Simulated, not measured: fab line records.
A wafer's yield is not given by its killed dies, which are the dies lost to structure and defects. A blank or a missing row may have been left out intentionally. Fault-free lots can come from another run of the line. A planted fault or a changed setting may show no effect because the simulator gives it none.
fab line records	flow sky130
record lots=24	wafers=72	last-day=50
route steps=708 shown RES_XHIGH@340 VIA1@471 METAL2@483 VIA2@520
lots untouched by any fault: they come from a run of this same line in which no faults occurred
start-h: hours from the record's first day to the start of the lot's first wafer shown	wait-h: hours from the lot's prior step to this one	" the same as in the row above	L1.1+2: several wafers, shown together as one row	- no value present, or no start provided	* or withheld: withheld	< > ~ a bound
route shown NAME@n: names a module that has steps shown in the file, with the first one's number in the route	usual: average and standard deviation across the fault-free wafers	same: alike in all rows	chamber/n: place in a boat	sites: readings site by site	_std_site: their standard deviation	_edge_site: mean of outer sites minus mean of inner sites	radius-mm: how far each site lies from the wafer's centre	mask NAME#n: copy n	behind: the most recent tool/chamber to have shaped the wafer	hold: what put the lot on hold/how long, in hours/how the hold closed	device: transistor that didn't switch, given as n, p or np	end of line: at the end of the route, the tests of the same wafers	step lacking rows: just its recipe	killed: at the first sort, the dies lost to defects and structure; wafer yield is something else	map: a wafer's dies, x killed, . not, _ none there
set.NAME: the run value of the setting; set.NAME@STEP: its run value at that earlier step	model.NAME: the simulator's own value behind a step, which no gauge read
a sample of lots followed through the steps of the route, with each step as a table and each wafer as a row
services: a tool's chamber out of use, with start hour (start-h, from the record's first day; less than 0 if before it), hours out, and reason
## steps
# step SKY_RES_XHIGH_STRIP_08
# recipe chemistry=O2/N2	power-w=1400	pressure-mtorr=1500	platen-temp-c=withheld	o2-flow-sccm=3000	n2-flow-sccm=300	overash-fraction=0.5
# usual drypump-motor-current-A=5.4/0.46	oes-product-au=0.711/0.0044	strip-time-to-endpoint-s=14.27/0.037
# same overash-fraction=0.5
lot.wafer	tool	chamber	start-h	wait-h	drypump-motor-current-A	oes-product-au	rf-hours-counter-h	strip-time-to-endpoint-s
L074.1	plasma-asher-02	1	621.83	0.1	5.5	0.708	91	14.34
L074.4	"	1	"	"	5.5	0.707	-	14.37
L074.6	"	0	"	"	6.5	0.706	-	14.34
L075.3	plasma-asher-02	1	631.85	0.1	5.5	0.712	-	14.27
L075.4	"	0	"	"	6.4	0.710	-	14.23
L075.5	"	0	"	"	6.4	0.706	-	14.23
L076.1	plasma-asher-01	1	636.33	0.1	5.6	0.708	48	14.22
L076.2	"	0	"	"	4.9	0.714	48	14.25
L076.6	"	1	"	"	5.6	0.712	-	14.23
L077.1	plasma-asher-04	0	648.23	0.1	5.0	0.715	21	14.29
L077.2	"	1	"	"	5.4	0.718	21	14.32
L077.4	"	1	"	"	5.4	0.709	-	14.31
L078.1	plasma-asher-04	0	656.43	0.1	5.0	0.714	22	14.29
L078.5	"	1	"	"	5.5	0.709	-	14.22
L078.6	"	0	"	"	5.0	0.714	-	14.24
L079.2	plasma-asher-01	1	661.23	0.1	5.6	0.712	51	14.31
L079.3	"	1	"	"	5.6	0.713	-	14.32
L079.4	"	0	"	"	4.9	0.710	-	14.36
L080.1	plasma-asher-01	1	669.38	0.1	5.6	0.711	52	14.26
L080.2	"	0	"	"	4.9	0.699	52	14.28
L080.5	"	1	"	"	5.6	0.709	-	14.28
L081.1	plasma-asher-02	1	677.81	0.1	5.5	0.713	95	14.22
L081.3	"	1	"	"	5.5	0.705	-	14.24
L081.4	"	0	"	"	6.4	0.708	-	14.24
L082.3	plasma-asher-04	1	691.02	0.1	5.4	0.708	-	14.28
L082.5	"	1	"	"	5.4	0.714	-	14.24
L082.6	"	0	"	"	5.0	0.701	-	14.23
L083.2	plasma-asher-01	0	696.06	0.1	4.9	0.709	55	14.28
L083.3	"	1	"	"	5.6	0.714	-	14.28
L083.4	"	0	"	"	4.8	0.715	-	14.29
L084.1	plasma-asher-04	1	702.66	0.1	5.5	0.707	27	14.22
L084.3	"	1	"	"	5.4	0.716	-	14.24
L084.4	"	0	"	"	5.0	0.716	-	14.23
L085.2	plasma-asher-01	0	712.26	0.1	4.9	0.711	57	14.28
L085.4	"	1	"	"	5.6	0.709	-	14.29
L085.5	"	1	"	"	5.6	0.705	-	14.30
L086.1	plasma-asher-01	0	719.78	0.1	4.9	0.711	57	14.21
L086.3	"	1	"	"	5.6	0.709	-	14.24
L086.4	"	0	"	"	4.9	0.713	-	14.27
L087.2	plasma-asher-02	0	725.31	0.1	6.5	0.713	99	14.35
L087.3	"	1	"	"	5.5	0.712	-	14.30
L087.5	"	1	"	"	5.5	0.704	-	14.28
L088.3	plasma-asher-01	1	732.81	0.1	5.6	0.718	-	14.29
L088.5	"	1	"	"	5.6	0.717	-	14.24
L088.6	"	0	"	"	4.9	0.712	-	14.28
L089.4	plasma-asher-04	0	742.65	0.1	5.0	0.707	-	14.29
L089.5	"	0	"	"	5.0	0.701	-	14.23
L089.6	"	1	"	"	5.4	0.717	-	14.27
L090.2	plasma-asher-01	0	748.73	0.1	4.9	0.710	61	14.27
L090.3	"	0	"	"	4.9	0.709	-	14.25
L090.5	"	0	"	"	4.9	0.713	-	14.27
L091.4	plasma-asher-02	1	759.52	0.1	5.5	0.713	-	14.26
L091.5	"	0	"	"	6.5	0.713	-	14.26
L091.6	"	1	"	"	5.5	0.708	-	14.26
L092.1	plasma-asher-01	1	767.28	0.1	5.6	0.715	63	14.28
L092.4	"	1	"	"	5.6	0.715	-	14.35
L092.6	"	1	"	"	5.6	0.719	-	14.33
L093.2	plasma-asher-01	1	771.46	0.1	5.6	0.707	63	14.27
L093.3	"	0	"	"	4.9	0.718	-	14.25
L093.5	"	0	"	"	4.9	0.700	-	14.24
L094.1	plasma-asher-01	0	779.03	0.1	4.9	0.721	64	14.30
L094.2	"	1	"	"	5.6	0.711	64	14.31
L094.5	"	0	"	"	4.9	0.705	-	14.33
L095.1	plasma-asher-04	1	786.48	0.1	5.4	0.708	35	14.29
L095.2	"	0	"	"	5.0	0.717	35	14.24
L095.5	"	0	"	"	5.0	0.714	-	14.24
L096.3	plasma-asher-01	0	791.31	0.1	4.9	0.713	-	14.28
L096.4	"	1	"	"	5.5	0.709	-	14.26
L096.5	"	1	"	"	5.6	0.717	-	14.24
L097.2	plasma-asher-01	1	806.83	0.1	5.6	0.713	66	14.26
L097.3	"	0	"	"	4.9	0.709	-	14.22
L097.4	"	1	"	"	5.6	0.707	-	14.30
# step SKY_VIA1_OVL_MEAS_13
# usual VIA1_OVL=-1/5.3
lot.wafer	tool	chamber	start-h	wait-h	VIA1_OVL[nm]
L074.1	overlay-01	-	795.80	0.1	-7
L074.4	"	-	"	"	-4
L074.6	"	-	"	"	-3
L075.3	overlay-01	-	806.12	0.1	-2
L075.4	"	-	"	"	-3
L075.5	"	-	"	"	-4
L076.1	overlay-02	-	810.51	0.1	-7
L076.2	"	-	"	"	-1
L076.6	"	-	"	"	2
L077.1	overlay-02	-	821.04	0.1	-5
L077.2	"	-	"	"	-1
L077.4	"	-	"	"	-4
L078.1	overlay-02	-	828.45	0.1	-3
L078.5	"	-	"	"	-6
L078.6	"	-	"	"	1
L079.2	overlay-02	-	831.80	0.1	9
L079.3	"	-	"	"	-3
L079.4	"	-	"	"	2
L080.1	overlay-02	-	840.60	0.1	5
L080.2	"	-	"	"	6
L080.5	"	-	"	"	1
L081.1	overlay-01	-	849.30	0.1	0
L081.3	"	-	"	"	-1
L081.4	"	-	"	"	5
L082.3	overlay-02	-	861.86	0.1	-13
L082.5	"	-	"	"	-20
L082.6	"	-	"	"	-12
L083.2	overlay-01	-	866.95	0.1	4
L083.3	"	-	"	"	-4
L083.4	"	-	"	"	-6
L084.1	overlay-01	-	872.66	0.1	-6
L084.3	"	-	"	"	-1
L084.4	"	-	"	"	2
L085.2	overlay-02	-	879.90	0.1	-4
L085.4	"	-	"	"	-5
L085.5	"	-	"	"	-4
L086.1	overlay-01	-	886.75	0.1	0
L086.3	"	-	"	"	-1
L086.4	"	-	"	"	0
L087.2	overlay-01	-	894.16	0.1	11
L087.3	"	-	"	"	7
L087.5	"	-	"	"	12
L088.3	overlay-01	-	901.41	0.1	-1
L088.5	"	-	"	"	1
L088.6	"	-	"	"	-5
L089.4	overlay-01	-	909.81	0.1	-3
L089.5	"	-	"	"	-4
L089.6	"	-	"	"	3
L090.2	overlay-02	-	914.30	0.1	-1
L090.3	"	-	"	"	4
L090.5	"	-	"	"	-1
L091.4	overlay-02	-	925.32	0.1	-7
L091.5	"	-	"	"	-10
L091.6	"	-	"	"	-7
L092.1	overlay-02	-	930.51	0.1	1
L092.4	"	-	"	"	0
L092.6	"	-	"	"	-5
L093.2	overlay-01	-	934.71	0.1	10
L093.3	"	-	"	"	-2
L093.5	"	-	"	"	0
L094.1	overlay-01	-	943.75	0.1	-1
L094.2	"	-	"	"	-6
L094.5	"	-	"	"	3
L095.1	overlay-02	-	948.80	0.1	2
L095.2	"	-	"	"	3
L095.5	"	-	"	"	7
L096.3	overlay-02	-	954.47	0.1	2
L096.4	"	-	"	"	0
L096.5	"	-	"	"	6
L097.2	overlay-02	-	968.86	0.1	-2
L097.3	"	-	"	"	-4
L097.4	"	-	"	"	-1
# step SKY_METAL2_SPUTTER_00
# recipe material=Ti	target-thk-nm=15	power-w=3000	time-s=10	chamber-pressure-pa=0.4
# usual throttle-valve-pct=30.0/1
lot.wafer	tool	chamber	start-h	wait-h	throttle-valve-pct
L074.1	pvd-sputter-03	-	797.28	0.1	31.8
L074.4	"	-	"	"	29.5
L074.6	"	-	"	"	31.8
L075.3	pvd-sputter-02	-	807.52	0.1	29.5
L075.4	"	-	"	"	27.6
L075.5	"	-	"	"	29.8
L076.1	pvd-sputter-03	-	811.87	0.2	29.9
L076.2	"	-	"	"	29.9
L076.6	"	-	"	"	30.0
L077.1	pvd-sputter-02	-	822.39	0.1	30.0
L077.2	"	-	"	"	27.6
L077.4	"	-	"	"	29.4
L078.1	pvd-sputter-02	-	829.81	0.2	30.3
L078.5	"	-	"	"	30.4
L078.6	"	-	"	"	29.7
L079.2	pvd-sputter-02	-	833.16	0.2	27.3
L079.3	"	-	"	"	29.1
L079.4	"	-	"	"	29.7
L080.1	pvd-sputter-02	-	842.08	0.2	27.4
L080.2	"	-	"	"	30.1
L080.5	"	-	"	"	30.5
L081.1	pvd-sputter-04	-	850.71	0.1	30.1
L081.3	"	-	"	"	31.1
L081.4	"	-	"	"	29.1
L082.3	pvd-sputter-03	-	863.23	0.1	30.2
L082.5	"	-	"	"	29.5
L082.6	"	-	"	"	31.5
L083.2	pvd-sputter-03	-	868.33	0.2	29.7
L083.3	"	-	"	"	29.8
L083.4	"	-	"	"	32.0
L084.1	pvd-sputter-03	-	874.01	0.1	29.7
L084.3	"	-	"	"	29.5
L084.4	"	-	"	"	31.8
L085.2	pvd-sputter-04	-	881.26	0.1	30.3
L085.4	"	-	"	"	29.1
L085.5	"	-	"	"	30.3
L086.1	pvd-sputter-03	-	888.14	0.1	31.9
L086.3	"	-	"	"	29.9
L086.4	"	-	"	"	30.0
L087.2	pvd-sputter-04	-	895.51	0.2	30.3
L087.3	"	-	"	"	30.5
L087.5	"	-	"	"	31.3
L088.3	pvd-sputter-04	-	902.84	0.2	30.3
L088.5	"	-	"	"	30.5
L088.6	"	-	"	"	29.2
L089.4	pvd-sputter-02	-	911.15	0.1	27.4
L089.5	"	-	"	"	30.6
L089.6	"	-	"	"	29.1
L090.2	pvd-sputter-03	-	916.01	0.2	31.9
L090.3	"	-	"	"	29.7
L090.5	"	-	"	"	31.6
L091.4	pvd-sputter-02	-	926.69	0.2	27.7
L091.5	"	-	"	"	30.5
L091.6	"	-	"	"	29.7
L092.1	pvd-sputter-03	-	931.86	0.2	31.8
L092.4	"	-	"	"	29.9
L092.6	"	-	"	"	30.0
L093.2	pvd-sputter-03	-	936.46	0.1	29.7
L093.3	"	-	"	"	29.7
L093.5	"	-	"	"	31.8
L094.1	pvd-sputter-02	-	945.10	0.1	29.4
L094.2	"	-	"	"	30.7
L094.5	"	-	"	"	29.8
L095.1	pvd-sputter-02	-	950.15	0.1	29.9
L095.2	"	-	"	"	29.3
L095.5	"	-	"	"	30.7
L096.3	pvd-sputter-04	-	955.83	0.2	31.0
L096.4	"	-	"	"	29.0
L096.5	"	-	"	"	30.2
L097.2	pvd-sputter-03	-	970.24	0.1	31.6
L097.3	"	-	"	"	29.6
L097.4	"	-	"	"	29.4
# step SKY_METAL2_SPUTTER_01
# recipe material=TiN	target-thk-nm=20	power-w=6500	time-s=16.7	chamber-pressure-pa=0.4
# usual throttle-valve-pct=30.0/1
lot.wafer	tool	chamber	start-h	wait-h	throttle-valve-pct
L074.1	pvd-sputter-03	-	797.30	0.0	32.0
L074.4	"	-	"	"	29.7
L074.6	"	-	"	"	31.8
L075.3	pvd-sputter-02	-	807.54	0.0	29.3
L075.4	"	-	"	"	27.6
L075.5	"	-	"	"	30.1
L076.1	pvd-sputter-03	-	811.90	0.0	29.8
L076.2	"	-	"	"	29.8
L076.6	"	-	"	"	29.8
L077.1	pvd-sputter-02	-	822.42	0.0	29.9
L077.2	"	-	"	"	27.6
L077.4	"	-	"	"	29.4
L078.1	pvd-sputter-02	-	829.83	0.0	30.5
L078.5	"	-	"	"	30.4
L078.6	"	-	"	"	29.6
L079.2	pvd-sputter-02	-	833.18	0.0	27.7
L079.3	"	-	"	"	29.3
L079.4	"	-	"	"	29.9
L080.1	pvd-sputter-02	-	842.10	0.0	27.3
L080.2	"	-	"	"	29.8
L080.5	"	-	"	"	30.6
L081.1	pvd-sputter-04	-	850.74	0.0	30.5
L081.3	"	-	"	"	31.4
L081.4	"	-	"	"	28.8
L082.3	pvd-sputter-03	-	863.25	0.0	30.2
L082.5	"	-	"	"	29.5
L082.6	"	-	"	"	31.6
L083.2	pvd-sputter-03	-	868.35	0.0	29.9
L083.3	"	-	"	"	29.7
L083.4	"	-	"	"	32.0
L084.1	pvd-sputter-03	-	874.03	0.0	29.8
L084.3	"	-	"	"	29.7
L084.4	"	-	"	"	31.8
L085.2	pvd-sputter-04	-	881.28	0.0	30.1
L085.4	"	-	"	"	28.9
L085.5	"	-	"	"	30.3
L086.1	pvd-sputter-03	-	888.17	0.0	31.9
L086.3	"	-	"	"	29.6
L086.4	"	-	"	"	29.9
L087.2	pvd-sputter-04	-	895.53	0.0	30.5
L087.3	"	-	"	"	30.4
L087.5	"	-	"	"	31.2
L088.3	pvd-sputter-04	-	902.86	0.0	30.4
L088.5	"	-	"	"	30.3
L088.6	"	-	"	"	29.1
L089.4	pvd-sputter-02	-	911.17	0.0	27.4
L089.5	"	-	"	"	30.5
L089.6	"	-	"	"	29.3
L090.2	pvd-sputter-03	-	916.03	0.0	31.7
L090.3	"	-	"	"	29.8
L090.5	"	-	"	"	31.6
L091.4	pvd-sputter-02	-	926.71	0.0	27.7
L091.5	"	-	"	"	30.4
L091.6	"	-	"	"	29.8
L092.1	pvd-sputter-03	-	931.88	0.0	32.1
L092.4	"	-	"	"	29.7
L092.6	"	-	"	"	30.0
L093.2	pvd-sputter-03	-	936.48	0.0	29.5
L093.3	"	-	"	"	29.4
L093.5	"	-	"	"	31.8
L094.1	pvd-sputter-02	-	945.12	0.0	29.0
L094.2	"	-	"	"	30.4
L094.5	"	-	"	"	30.1
L095.1	pvd-sputter-02	-	950.17	0.0	30.1
L095.2	"	-	"	"	29.4
L095.5	"	-	"	"	30.3
L096.3	pvd-sputter-04	-	955.86	0.0	30.9
L096.4	"	-	"	"	28.9
L096.5	"	-	"	"	30.4
L097.2	pvd-sputter-03	-	970.27	0.0	31.4
L097.3	"	-	"	"	29.9
L097.4	"	-	"	"	29.5
# step SKY_METAL2_STRIP_20
# recipe chemistry=O2/N2	power-w=1400	pressure-mtorr=1500	platen-temp-c=withheld	o2-flow-sccm=3000	n2-flow-sccm=300	overash-fraction=0.5
# usual drypump-motor-current-A=5.3/0.44	oes-product-au=0.344/0.0056	strip-time-to-endpoint-s=2.73/0.07
# same overash-fraction=0.5
lot.wafer	tool	chamber	start-h	wait-h	drypump-motor-current-A	oes-product-au	rf-hours-counter-h	strip-time-to-endpoint-s
L074.1	plasma-asher-01	1	824.51	0.1	5.5	0.350	68	2.79
L074.4	"	1	"	"	5.5	0.342	-	2.80
L074.6	"	1	"	"	5.6	0.350	-	2.77
L075.3	plasma-asher-04	0	834.75	0.1	5.0	0.343	-	2.67
L075.4	"	1	"	"	5.5	0.338	-	2.64
L075.5	"	1	"	"	5.5	0.345	-	2.65
L076.1	plasma-asher-01	1	838.62	0.1	5.6	0.345	70	2.79
L076.2	"	0	"	"	4.9	0.339	70	2.68
L076.6	"	0	"	"	4.9	0.350	-	2.80
L077.1	plasma-asher-01	1	849.87	0.1	5.6	0.339	71	2.78
L077.2	"	0	"	"	4.9	0.349	71	2.80
L077.4	"	0	"	"	4.9	0.347	-	2.80
L078.1	plasma-asher-04	0	856.82	0.1	5.0	0.353	42	2.79
L078.5	"	1	"	"	5.4	0.343	-	2.73
L078.6	"	0	"	"	5.0	0.353	-	2.83
L079.2	plasma-asher-04	0	859.56	0.1	5.0	0.337	42	2.71
L079.3	"	0	"	"	5.0	0.349	-	2.82
L079.4	"	1	"	"	5.4	0.341	-	2.70
L080.1	plasma-asher-03	0	868.42	0.1	6.5	0.344	108	2.68
L080.2	"	1	"	"	5.0	0.353	108	2.81
L080.5	"	1	"	"	4.9	0.348	-	2.87
L081.1	plasma-asher-01	1	877.02	0.1	5.6	0.346	73	2.69
L081.3	"	0	"	"	4.9	0.351	-	2.72
L081.4	"	1	"	"	5.6	0.350	-	2.71
L082.3	plasma-asher-04	0	889.10	0.1	5.0	0.341	-	2.75
L082.5	"	1	"	"	5.4	0.338	-	2.73
L082.6	"	0	"	"	5.0	0.343	-	2.77
L083.2	plasma-asher-04	1	895.07	0.1	5.4	0.349	46	2.83
L083.3	"	0	"	"	5.0	0.349	-	2.85
L083.4	"	1	"	"	5.4	0.349	-	2.68
L084.1	plasma-asher-03	0	900.44	0.1	6.5	0.343	111	2.67
L084.3	"	0	"	"	6.5	0.338	-	2.66
L084.4	"	1	"	"	4.9	0.345	-	2.80
L085.2	plasma-asher-03	0	907.16	0.1	6.4	0.351	111	2.65
L085.4	"	1	"	"	4.9	0.346	-	2.81
L085.5	"	1	"	"	4.9	0.347	-	2.76
L086.1	plasma-asher-04	1	914.16	0.1	5.5	0.338	47	2.68
L086.3	"	1	"	"	5.5	0.334	-	2.67
L086.4	"	0	"	"	5.0	0.352	-	2.78
L087.2	plasma-asher-04	1	921.37	0.1	5.5	0.343	48	2.81
L087.3	"	0	"	"	5.0	0.344	-	2.77
L087.5	"	0	"	"	5.0	0.349	-	2.84
L088.3	plasma-asher-01	1	928.75	0.1	5.5	0.345	-	2.79
L088.5	"	1	"	"	5.6	0.350	-	2.76
L088.6	"	0	"	"	4.9	0.347	-	2.79
L089.4	plasma-asher-04	0	937.05	0.1	5.0	0.342	-	2.75
L089.5	"	0	"	"	5.0	0.343	-	2.75
L089.6	"	1	"	"	5.4	0.346	-	2.80
L090.2	plasma-asher-01	1	941.82	0.1	5.6	0.350	80	2.79
L090.3	"	1	"	"	5.6	0.356	-	2.81
L090.5	"	1	"	"	5.6	0.342	-	2.80
L091.4	plasma-asher-03	0	951.95	0.1	6.5	0.339	-	2.66
L091.5	"	0	"	"	6.5	0.347	-	2.64
L091.6	"	1	"	"	4.9	0.338	-	2.64
L092.1	plasma-asher-04	0	956.33	0.1	5.0	0.337	52	2.65
L092.4	"	0	"	"	5.0	0.339	-	2.60
L092.6	"	0	"	"	5.0	0.337	-	2.59
L093.2	plasma-asher-01	1	961.17	0.1	5.6	0.339	82	2.62
L093.3	"	1	"	"	5.6	0.338	-	2.66
L093.5	"	1	"	"	5.6	0.334	-	2.59
L094.1	plasma-asher-04	1	970.00	0.1	5.5	0.345	54	2.77
L094.2	"	0	"	"	5.0	0.348	54	2.77
L094.5	"	0	"	"	5.0	0.352	-	2.74
L095.1	plasma-asher-04	0	975.27	0.1	5.0	0.346	54	2.62
L095.2	"	1	"	"	5.4	0.346	54	2.81
L095.5	"	0	"	"	5.0	0.344	-	2.81
L096.3	plasma-asher-01	0	980.20	0.1	4.9	0.346	-	2.77
L096.4	"	1	"	"	5.5	0.336	-	2.58
L096.5	"	1	"	"	5.6	0.341	-	2.76
L097.2	plasma-asher-04	0	994.62	0.1	5.0	0.344	56	2.65
L097.3	"	0	"	"	5.0	0.345	-	2.69
L097.4	"	1	"	"	5.4	0.352	-	2.64
# step SKY_VIA2_OVL_MEAS_13
# usual VIA2_OVL=3/5.2
lot.wafer	tool	chamber	start-h	wait-h	VIA2_OVL[nm]
L074.1	overlay-02	-	852.00	0.1	-4
L074.4	"	-	"	"	4
L074.6	"	-	"	"	0
L075.3	overlay-01	-	862.22	0.1	2
L075.4	"	-	"	"	0
L075.5	"	-	"	"	2
L076.1	overlay-02	-	865.94	0.1	4
L076.2	"	-	"	"	2
L076.6	"	-	"	"	3
L077.1	overlay-02	-	877.15	0.1	9
L077.2	"	-	"	"	9
L077.4	"	-	"	"	3
L078.1	overlay-01	-	883.84	0.1	6
L078.5	"	-	"	"	6
L078.6	"	-	"	"	9
L079.2	overlay-02	-	886.96	0.1	1
L079.3	"	-	"	"	-2
L079.4	"	-	"	"	-4
L080.1	overlay-02	-	896.10	0.1	4
L080.2	"	-	"	"	-1
L080.5	"	-	"	"	0
L081.1	overlay-02	-	903.59	0.1	2
L081.3	"	-	"	"	-3
L081.4	"	-	"	"	0
L082.3	overlay-01	-	915.58	0.1	12
L082.5	"	-	"	"	9
L082.6	"	-	"	"	8
L083.2	overlay-01	-	922.01	0.1	5
L083.3	"	-	"	"	1
L083.4	"	-	"	"	4
L084.1	overlay-02	-	926.66	0.1	-8
L084.3	"	-	"	"	-9
L084.4	"	-	"	"	-9
L085.2	overlay-01	-	932.94	0.1	6
L085.4	"	-	"	"	11
L085.5	"	-	"	"	2
L086.1	overlay-01	-	939.70	0.1	4
L086.3	"	-	"	"	-1
L086.4	"	-	"	"	-3
L087.2	overlay-01	-	947.36	0.1	4
L087.3	"	-	"	"	8
L087.5	"	-	"	"	6
L088.3	overlay-02	-	954.12	0.1	14
L088.5	"	-	"	"	12
L088.6	"	-	"	"	9
L089.4	overlay-02	-	962.37	0.1	-5
L089.5	"	-	"	"	-6
L089.6	"	-	"	"	-5
L090.2	overlay-01	-	967.39	0.1	6
L090.3	"	-	"	"	1
L090.5	"	-	"	"	4
L091.4	overlay-01	-	977.27	0.1	-2
L091.5	"	-	"	"	5
L091.6	"	-	"	"	2
L092.1	overlay-02	-	981.21	0.1	6
L092.4	"	-	"	"	0
L092.6	"	-	"	"	-3
L093.2	overlay-01	-	986.99	0.1	7
L093.3	"	-	"	"	6
L093.5	"	-	"	"	-5
L094.1	overlay-01	-	994.75	0.1	3
L094.2	"	-	"	"	7
L094.5	"	-	"	"	-1
L095.1	overlay-01	-	1000.80	0.1	-2
L095.2	"	-	"	"	0
L095.5	"	-	"	"	-9
L096.3	overlay-01	-	1004.92	0.1	9
L096.4	"	-	"	"	4
L096.5	"	-	"	"	10
L097.2	overlay-02	-	1019.76	0.1	4
L097.3	"	-	"	"	4
L097.4	"	-	"	"	1
## services
tool	chamber	start-h	hours	kind
plasma-asher-04	-	611.55	4.1	repair
plasma-asher-02	-	642.09	20.1	pm
pvd-sputter-04	-	649.41	0.7	repair
pvd-sputter-03	-	654.63	7.7	repair
pvd-sputter-04	-	688.62	3.6	repair
plasma-asher-04	-	693.43	3.3	repair
plasma-asher-02	-	696.02	2.2	repair
pvd-sputter-02	-	703.61	2.1	repair
pvd-sputter-02	2	707.06	-	consumable-replace:kit
pvd-sputter-02	2	707.06	18.0	scheduled-down
pvd-sputter-02	2	707.06	18.0	vent-cycle
plasma-asher-02	-	733.75	9.0	pm
pvd-sputter-03	2	741.59	-	consumable-replace:kit
pvd-sputter-03	2	741.59	18.0	scheduled-down
pvd-sputter-03	2	741.59	18.0	vent-cycle
plasma-asher-02	-	839.02	1.6	repair
pvd-sputter-04	-	839.28	0.5	repair
plasma-asher-03	-	917.72	14.6	pm
plasma-asher-03	-	933.80	1.7	repair
plasma-asher-03	-	955.15	12.0	repair
plasma-asher-04	-	955.50	0.5	repair
pvd-sputter-03	1	962.83	-	consumable-replace:kit
pvd-sputter-03	1	962.83	18.0	scheduled-down
pvd-sputter-03	1	962.83	18.0	vent-cycle
## key
fault none
